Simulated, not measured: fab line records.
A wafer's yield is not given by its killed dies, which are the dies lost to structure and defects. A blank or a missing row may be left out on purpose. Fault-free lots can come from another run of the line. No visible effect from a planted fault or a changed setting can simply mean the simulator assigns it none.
Chamber matching / flow gf180mcu / GF_PASSIVATION_CVD_02 on pecvd-04 has 3 sister chambers
The step deposits Si3N4, target thk 700 nm, time 486.18 s. 6 wafers are shown with their chamber, then 10 later ones without.

## EACH WAFER AND ITS CHAMBER
wafer=L079.6; chamber=0; heater power w (W)=593; heater power outer w (W)=377
wafer=L082.3; chamber=2; heater power w (W)=775; heater power outer w (W)=473
wafer=L082.4; chamber=1; heater power w (W)=737; heater power outer w (W)=456
wafer=L082.6; chamber=2; heater power w (W)=792; heater power outer w (W)=512
wafer=L086.1; chamber=1; heater power w (W)=777; heater power outer w (W)=467
wafer=L086.3; chamber=0; heater power w (W)=535; heater power outer w (W)=334

## WAFERS WITH NO CHAMBER GIVEN
wafer=L086.4; heater power w (W)=799; heater power outer w (W)=480
wafer=L089.1; heater power w (W)=842; heater power outer w (W)=540
wafer=L089.2; heater power w (W)=650; heater power outer w (W)=366
wafer=L089.6; heater power w (W)=749; heater power outer w (W)=434
wafer=L092.1; heater power w (W)=727; heater power outer w (W)=455
wafer=L092.3; heater power w (W)=602; heater power outer w (W)=380
wafer=L092.4; heater power w (W)=766; heater power outer w (W)=449
wafer=L097.3; heater power w (W)=808; heater power outer w (W)=490
wafer=L097.4; heater power w (W)=831; heater power outer w (W)=534
wafer=L097.6; heater power w (W)=770; heater power outer w (W)=458

## WHICH CHAMBER EACH WENT THROUGH
wafer=L086.4; from the rows above=can't be placed: 2 or 1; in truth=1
wafer=L089.1; from the rows above=can't be placed: 2 or 1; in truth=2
wafer=L089.2; from the rows above=0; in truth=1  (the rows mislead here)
wafer=L089.6; from the rows above=can't be placed: 1 or 2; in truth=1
wafer=L092.1; from the rows above=can't be placed: 1 or 2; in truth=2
wafer=L092.3; from the rows above=0; in truth=0
wafer=L092.4; from the rows above=can't be placed: 1 or 2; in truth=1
wafer=L097.3; from the rows above=can't be placed: 2 or 1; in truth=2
wafer=L097.4; from the rows above=can't be placed: 2 or 1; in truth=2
wafer=L097.6; from the rows above=can't be placed: 1 or 2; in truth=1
Correctly placed: 1 of 10. These rows do not allow placing 8 (true chamber among the candidates in 8). Placed wrongly: 1.
How it was worked out, from the rows above alone: a wafer's distance from a chamber is the root of the sum, over the readings, of the square of ((its reading less the chamber's mean) divided by the reading's scatter). The wafer belongs to the nearest chamber; if the next one is less than 2 further off, it can't be placed. A chamber's mean is the mean of its shown wafers. How the scatter is found: for the shown wafers, subtract from each reading the mean of its chamber, square and add these, divide the total by (wafers less chambers), then take the root.
